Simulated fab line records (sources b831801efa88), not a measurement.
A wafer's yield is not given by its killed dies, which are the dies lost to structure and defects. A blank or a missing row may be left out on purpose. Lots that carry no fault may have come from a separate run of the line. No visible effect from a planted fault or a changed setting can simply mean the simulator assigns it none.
Split-lot study | flow gf180mcu | on a route of 602 steps: 5 lots, 23 wafers read

SPLIT DETAILS
At GF_LVPWELL_STRIP_10 (strips in O2/N2), the setting pressure mtorr was moved away from the recipe's 1500 mTorr on 20 of the 23 wafers read, by -12.0% to +9.5%. All remaining wafers had this setting at the recipe value.

The reading comes from the split's own step.

THE READING
oes product au, in a.u., at GF_LVPWELL_STRIP_10 (strips in O2/N2). On this fab line, fault-free wafers typically give 0.722 a.u. with a standard deviation of 0.0042 a.u.

wafer  | tool, chamber at the split | pressure mtorr as run, mTorr | against the recipe | oes product au, a.u. | against lot-mates on the recipe
L074.1 | plasma asher-02, 1         | 1321                         | -11.9%             | 0.702                | no lot-mate on the recipe
L074.2 | plasma asher-02, 0         | 1321                         | -11.9%             | 0.707                | no lot-mate on the recipe
L074.3 | plasma asher-02, 0         | 1321                         | -11.9%             | 0.705                | no lot-mate on the recipe
L074.4 | plasma asher-02, 1         | 1321                         | -11.9%             | 0.703                | no lot-mate on the recipe
L074.6 | plasma asher-02, 1         | 1321                         | -11.9%             | 0.703                | no lot-mate on the recipe
L075.1 | plasma asher-04, 0         | 1618                         | +7.9%              | 0.723                | no lot-mate on the recipe
L075.2 | plasma asher-04, 1         | 1618                         | +7.9%              | 0.728                | no lot-mate on the recipe
L075.3 | plasma asher-04, 0         | 1618                         | +7.9%              | 0.731                | no lot-mate on the recipe
L075.5 | plasma asher-04, 0         | 1618                         | +7.9%              | 0.731                | no lot-mate on the recipe
L075.6 | plasma asher-04, 1         | 1618                         | +7.9%              | 0.724                | no lot-mate on the recipe
L077.1 | plasma asher-03, 1         | 1320                         | -12.0%             | 0.698                | no lot-mate on the recipe
L077.2 | plasma asher-03, 0         | 1320                         | -12.0%             | 0.699                | no lot-mate on the recipe
L077.4 | plasma asher-03, 1         | 1320                         | -12.0%             | 0.708                | no lot-mate on the recipe
L077.5 | plasma asher-03, 1         | 1320                         | -12.0%             | 0.703                | no lot-mate on the recipe
L077.6 | plasma asher-03, 0         | 1320                         | -12.0%             | 0.698                | no lot-mate on the recipe
L080.1 | plasma asher-03, 1         | 1500                         | recipe             | 0.719                | -
L080.3 | plasma asher-03, 0         | 1500                         | recipe             | 0.731                | -
L080.5 | plasma asher-03, 0         | 1500                         | recipe             | 0.719                | -
L081.1 | plasma asher-04, 1         | 1642                         | +9.5%              | 0.731                | no lot-mate on the recipe
L081.2 | plasma asher-04, 0         | 1642                         | +9.5%              | 0.742                | no lot-mate on the recipe
L081.3 | plasma asher-04, 1         | 1642                         | +9.5%              | 0.731                | no lot-mate on the recipe
L081.4 | plasma asher-04, 0         | 1642                         | +9.5%              | 0.732                | no lot-mate on the recipe
L081.6 | plasma asher-04, 0         | 1642                         | +9.5%              | 0.731                | no lot-mate on the recipe

THE FIT
A straight line over all 23 wafers: oes product au changes by +0.00136 a.u. for each +1% of pressure mtorr; r = +0.95; the points scatter about the line by 0.0046 a.u.
Too few moved wafers have a lot-mate on the recipe to fit a line with each lot's own level taken away.
Tool readings at the split's step, against how far the setting was moved: oes product au r = +0.95; strip time to endpoint s r = -1.00.

THE WHOLE CHAIN: every reading that the file lists as answering this split, in the file's order
step                | what it does    | reading                  | change (the file's fit)                   | r (the file's)
GF_LVPWELL_STRIP_10 | strips in O2/N2 | oes product au           | +0.00137 a.u. for each +1% of the setting | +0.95
GF_LVPWELL_STRIP_10 | strips in O2/N2 | strip time to endpoint s | withheld for each +1% of the setting      | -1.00

THE FILE'S OWN FIT
oes product au changes by +0.00137 a.u. for each +1% of pressure mtorr, r = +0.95.
